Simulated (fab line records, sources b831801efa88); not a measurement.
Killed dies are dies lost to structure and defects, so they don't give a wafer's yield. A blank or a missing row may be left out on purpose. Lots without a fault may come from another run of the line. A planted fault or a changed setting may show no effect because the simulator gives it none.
A struck lot beside a sound one | flow sky130 | 17 steps out of a route of 708
Sound: wafers L319.1, L319.3, L319.4. Struck: wafers L307.2, L307.4, L307.6. The cause comes at the end.
At each step with rows: each side's tool, then ch and its chambers, then its first start. Under that, the readings that differ: sound wafers | struck wafers | difference of the means | sigmas: that difference in standard deviations of wafers without a fault.
alike: readings whose means differ by less than 2 such deviations, and words and numbers that are the same on both sides. not compared: withheld readings, readings that some wafer has no value for, bounds like >300 that may hide the same value, and numbers for which the record gives no deviation and whose values overlap.
The two part at a step that has a row with sigmas, a row that says differs or no value, or rows on one side only. Numbers that don't overlap but have no deviation are shown without sigmas and don't part them. A reading that every wafer of one side lacks parts them only if that side has two wafers or more.

first, 1 step without rows for these wafers: SKY_VT_ADJUST_NCORE_IMPLANT_09.
SKY_VT_ADJUST_NCORE_STRIP_10: strips in O2/N2.
  sound on plasma_asher-03 ch 0,1, day 13 22:23; struck on plasma_asher-01 ch 0,1, day 10 08:32
  alike: drypump_motor_current_A, oes_product_au, strip_time_to_endpoint_s
  not compared: rf_hours_counter_h
SKY_VT_ADJUST_NCORE_TW_MEAS_11:
  sound on film_metro-01, day 13 22:29; struck on film_metro-01, day 10 08:38
  alike: VT_ADJUST_NCORE_TW
then, 7 steps without rows for these wafers: SKY_VT_ADJUST_HVTR_DEHYDRATE_00 (time 60 s); SKY_VT_ADJUST_HVTR_HMDS_01 (prime time 60 s); SKY_VT_ADJUST_HVTR_COAT_02 (resist thk 1140 nm); SKY_VT_ADJUST_HVTR_SOFTBAKE_03 (time 60 s); SKY_VT_ADJUST_HVTR_EXPOSE_04 (exposes mask HVTRM, target cd 380 nm); SKY_VT_ADJUST_HVTR_PEB_05; SKY_VT_ADJUST_HVTR_DEVELOP_06 (develop time 60 s).
SKY_VT_ADJUST_HVTR_CD_MEAS_07: target cd 380 nm.
  sound on cd_sem-02, day 15 00:32; struck on cd_sem-01, day 11 07:44
  alike: cd_nm
SKY_VT_ADJUST_HVTR_OVL_MEAS_08:
  sound on overlay-01, day 15 00:39; struck on overlay-01, day 11 07:51
  alike: VT_ADJUST_HVTR_OVL
SKY_VT_ADJUST_HVTR_IMPLANT_09:
  sound on implanter-03 ch 0, day 15 00:41; struck on implanter-04 ch 0, day 11 08:13
  alike: end_station_pressure_torr
SKY_VT_ADJUST_HVTR_STRIP_10: strips in O2/N2.
  sound on plasma_asher-02 ch 0,1, day 15 00:50; struck on plasma_asher-02 ch 0,1, day 11 08:20
  alike: drypump_motor_current_A, oes_product_au, strip_time_to_endpoint_s
  not compared: rf_hours_counter_h
SKY_VT_ADJUST_HVTR_TW_MEAS_11:
  sound on film_metro-03, day 15 00:56; struck on film_metro-02, day 11 08:32
  reading           | sound       | struck      | difference | sigmas
  VT_ADJUST_HVTR_TW | 209 209 210 | 250 251 250 | +41        | +13
then, 1 step without rows for these wafers: SKY_VT_ADJUST_PCH_DEHYDRATE_00 (time 60 s).
-- the record jumps here: 36 days lie between the struck wafers' starts before and after (it left off in module VT_ADJUST_PCH and takes up again in module PAD_OPEN, whose first step shown is number 708 of the route) --
SKY_PAD_OPEN_PROBE_99:
  sound on prober-01, day 49 20:21; struck on prober-01, day 47 12:14
  reading                                   | sound                   | struck            | difference | sigmas
  killed_at_other                           | 0 0 0                   | 2 0               | +1         | +2
  killed_dies                               | 71 76 80                | 113 80            | +21        | +2
  model.etest.pfet_01v8_mvt.drive_ua_um     | 156.6 157.7 155.4       | 198.9 199         | +42.4      |
  model.etest.pfet_01v8_mvt.off_log10_a_um  | -10.39 -10.41 -10.44    | -6.342 -6.245     | +4.120     |
  model.etest.pfet_01v8_mvt.vt_sat_v (V)    | -0.5487 -0.5435 -0.5419 | -0.09055 -0.07786 | +0.46049   |
  model.etest.pfet_01v8_mvt.vt_v (V)        | -0.6376 -0.6326 -0.6285 | -0.2401 -0.2367   | +0.3945    |
  model.etest.pfet_01v8_mvt.vt_long_v (V)   | -0.8448 -0.8408 -0.8383 | -0.5141 -0.5146   | +0.3270    |
  model.etest.pfet_01v8_mvt.body_rise_v (V) | -0.1923 -0.1893 -0.1911 | -0.2265 -0.2272   | -0.0360    |
  alike: killed_at_M0_to_M3, killed_at_M4_up, killed_at_contacts, killed_at_front_end, killed_open, killed_short

WHERE THEY PART
First at SKY_VT_ADJUST_HVTR_TW_MEAS_11; last, within this record, at SKY_PAD_OPEN_PROBE_99.

WHY: what the simulator had put in
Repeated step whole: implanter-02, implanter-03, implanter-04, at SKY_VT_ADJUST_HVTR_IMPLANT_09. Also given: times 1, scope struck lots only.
